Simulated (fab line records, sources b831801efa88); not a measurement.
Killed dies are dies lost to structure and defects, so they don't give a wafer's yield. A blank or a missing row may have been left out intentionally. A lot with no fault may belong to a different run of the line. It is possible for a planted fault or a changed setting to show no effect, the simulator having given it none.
Chamber matching / flow gf180mcu / rie si-02 running GF_STI_ETCH_14: 4 sister chambers
The step etches Si in HBr/Cl2/O2, target depth 360 nm, time 102.9 s. 8 wafers are shown with their chamber, then 9 later ones without.

== WAFERS, EACH WITH ITS CHAMBER ==
wafer=L431.5; chamber=2; drypump motor current A (A)=5.8; oes product au (a.u.)=0.989
wafer=L436.2; chamber=2; drypump motor current A (A)=5.8; oes product au (a.u.)=0.994
wafer=L439.3; chamber=1; drypump motor current A (A)=5.7; oes product au (a.u.)=0.985
wafer=L439.5; chamber=0; drypump motor current A (A)=5.4; oes product au (a.u.)=1.002
wafer=L439.6; chamber=3; drypump motor current A (A)=5.4; oes product au (a.u.)=0.996
wafer=L444.2; chamber=0; drypump motor current A (A)=5.5; oes product au (a.u.)=1.022
wafer=L444.3; chamber=1; drypump motor current A (A)=5.8; oes product au (a.u.)=0.992
wafer=L444.4; chamber=3; drypump motor current A (A)=5.5; oes product au (a.u.)=0.995

== WAFERS MISSING THEIR CHAMBER ==
wafer=L447.3; drypump motor current A (A)=5.4; oes product au (a.u.)=0.999
wafer=L447.4; drypump motor current A (A)=5.4; oes product au (a.u.)=1.016
wafer=L447.5; drypump motor current A (A)=5.4; oes product au (a.u.)=1.010
wafer=L450.3; drypump motor current A (A)=5.5; oes product au (a.u.)=0.989
wafer=L450.4; drypump motor current A (A)=5.8; oes product au (a.u.)=0.981
wafer=L450.6; drypump motor current A (A)=5.7; oes product au (a.u.)=0.987
wafer=L451.1; drypump motor current A (A)=5.7; oes product au (a.u.)=1.001
wafer=L451.2; drypump motor current A (A)=5.4; oes product au (a.u.)=1.007
wafer=L451.5; drypump motor current A (A)=5.8; oes product au (a.u.)=0.993

== EACH ONE'S CHAMBER ==
wafer=L447.3; from the rows above=can't be placed: 3 or 0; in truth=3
wafer=L447.4; from the rows above=can't be placed: 0 or 3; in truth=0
wafer=L447.5; from the rows above=can't be placed: 0 or 3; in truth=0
wafer=L450.3; from the rows above=can't be placed: 3 or 0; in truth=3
wafer=L450.4; from the rows above=can't be placed: 1 or 2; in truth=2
wafer=L450.6; from the rows above=can't be placed: 1 or 2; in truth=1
wafer=L451.1; from the rows above=can't be placed: 1 or 2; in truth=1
wafer=L451.2; from the rows above=can't be placed: 0 or 3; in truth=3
wafer=L451.5; from the rows above=can't be placed: 2 or 1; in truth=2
0 of 9 placed correctly. Can't be placed from these rows: 9 (the true chamber is among the candidates in 9). Number placed wrongly: 0.
How it was worked out, from the rows above alone: a wafer's distance from a chamber is the root of the sum, over the readings, of the square of ((its reading less the chamber's mean) divided by the reading's scatter). The wafer belongs to the nearest chamber; if the next one is less than 2 further off, it can't be placed. A chamber's mean is the mean of its shown wafers. The scatter is the square root of a quotient: the sum, over the shown wafers, of each reading's squared deviation from its chamber's mean, divided by wafers minus chambers.
